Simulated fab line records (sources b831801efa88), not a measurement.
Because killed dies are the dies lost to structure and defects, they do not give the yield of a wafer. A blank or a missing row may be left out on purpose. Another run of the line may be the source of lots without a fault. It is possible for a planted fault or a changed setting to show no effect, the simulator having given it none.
Split-lot study ; flow gf180mcu ; 23 wafers read from 5 lots, route of 602 steps

== THE SPLIT ITSELF ==
At GF_PASSIVATION_CVD_00 (deposits SiO2 from TEOS, target thk 1000 nm, time 111.95 s), the setting time-s was moved away from the recipe's 111.95 s on 5 of the 23 wafers read, by -11.4% to -9.8%. This setting was run at the recipe's value on the other wafers.

== FROM THE SPLIT TO THE READING: what the file shows between them, 6 steps ==
- GF_PASSIVATION_THK_MEAS_01
- GF_PASSIVATION_HMDS_05: prime time 60 s (also split here: prime-temp-c)
- GF_PASSIVATION_COAT_06: resist thk 4000 nm
- GF_PASSIVATION_SOFTBAKE_07
- GF_PASSIVATION_PEB_09
- GF_PASSIVATION_DEVELOP_10: develop time 60 s

== THE READING ==
oes-product-au, in a.u., at GF_PASSIVATION_ETCH_11 (etches the open film in CF4/O2, stops on TiN, target depth 1800 nm, time 400 s). On this fab line, fault-free wafers typically give 0.964 a.u. with a standard deviation of 0.0067 a.u.

wafer;tool, chamber at the split;time-s as run, s;against the recipe;oes-product-au, a.u.;against lot-mates on the recipe
L074.1;pecvd-02, 0;111.95;recipe;0.969;-
L074.2;pecvd-02, 1;111.95;recipe;0.967;-
L074.6;pecvd-02, 0;111.95;recipe;0.965;-
L078.1;pecvd-02, 1;111.95;recipe;0.962;-
L078.2;pecvd-02, 0,1,0;111.95;recipe;0.965;-
L078.4;pecvd-02, 0,1,0;111.95;recipe;0.971;-
L078.5;pecvd-02, 0,1,0;111.95;recipe;0.972;-
L078.6;pecvd-02, 2;111.95;recipe;0.981;-
L080.2;pecvd-02, 1;99.14;-11.4%;0.927;-0.043
L080.3;pecvd-02, 0;99.14;-11.4%;0.932;-0.038
L080.4;pecvd-02, 2;111.95;recipe;0.965;-
L080.5;pecvd-02, 1;111.95;recipe;0.973;-
L080.6;pecvd-02, 0;111.95;recipe;0.971;-
L081.1;pecvd-04, 1;111.95;recipe;0.957;-
L081.3;pecvd-04, 2;111.95;recipe;0.951;-
L081.4;pecvd-04, 2;111.95;recipe;0.973;-
L081.5;pecvd-04, 0;111.95;recipe;0.961;-
L081.6;pecvd-04, 1;111.95;recipe;0.966;-
L085.1;pecvd-04, 2;111.95;recipe;0.956;-
L085.2;pecvd-04, 1;111.95;recipe;0.958;-
L085.3;pecvd-04, 0;101;-9.8%;0.929;-0.028
L085.4;pecvd-04, 2;101;-9.8%;0.935;-0.022
L085.6;pecvd-04, 1;101;-9.8%;0.926;-0.031
The file does not say which wafer passed through which chamber wherever a row lists several chambers: such a row stands for several wafers.

THE FIT
A straight line over all 23 wafers: oes-product-au changes by +0.00341 a.u. for each +1% of time-s; r = +0.91; the points scatter about the line by 0.007 a.u.
The same after taking each lot's own level away (the mean of its wafers on the recipe; 23 wafers): +0.00313 a.u. for each +1%; r = +0.93; scatter 0.0057 a.u.
The reading moves by 0.036 a.u. for the largest change in time-s, on that fit.
Across the lots, their own levels run from 0.9570 to 0.9702 a.u., a range of 2.0 times the standard deviation given above.
Consequently the slope shifts little with the lot-to-lot level, the two slopes agreeing.
Check: for one of the wafers moved furthest among these (-11.4%), held out of the fit, the line's prediction against its lot-mates is -0.0335 a.u. Against them it came out at -0.0427 a.u.

== THESE WAFERS: OTHER SPLITS ==
These wafers also went through other splits before the reading. Each is held against what the fit with the lots' levels taken away leaves over:
other split on the same wafers;wafers away from the commonest value;r with oes-product-au (lot level and that fit taken away)
GF_V4_ETCH_16 source-w;6;+0.23
GF_TOP_METAL_SPUTTER_01 chamber-pressure-pa;10;+0.00
GF_PASSIVATION_HMDS_05 prime-temp-c;7;-0.07

== THE WHOLE CHAIN: every reading that the file lists as answering this split, in the file's order ==
step;what it does;reading;change (the file's fit);r (the file's)
GF_PASSIVATION_CVD_00;deposits SiO2 from TEOS, target thk 1000 nm, time 111.95 s;SiO2_of_PASSIVATION_CVD_00.thk-nm (the simulator's own value, which no gauge read);+10.4 nm for each +1% of the setting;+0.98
GF_PASSIVATION_THK_MEAS_01;;PASSIVATION_CVD_00_THK;+10.4 for each +1% of the setting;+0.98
GF_PASSIVATION_ETCH_11;etches the open film in CF4/O2, stops on TiN, target depth 1800 nm, time 400 s;oes-product-au;+0.00323 a.u. for each +1% of the setting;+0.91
GF_PASSIVATION_ETCH_11;etches the open film in CF4/O2, stops on TiN, target depth 1800 nm, time 400 s;PASSIVATION.feature-depth-nm (the simulator's own value, which no gauge read);+10.6 nm for each +1% of the setting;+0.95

== THE FILE'S OWN FIT ==
oes-product-au changes by +0.00323 a.u. for each +1% of time-s, r = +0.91.
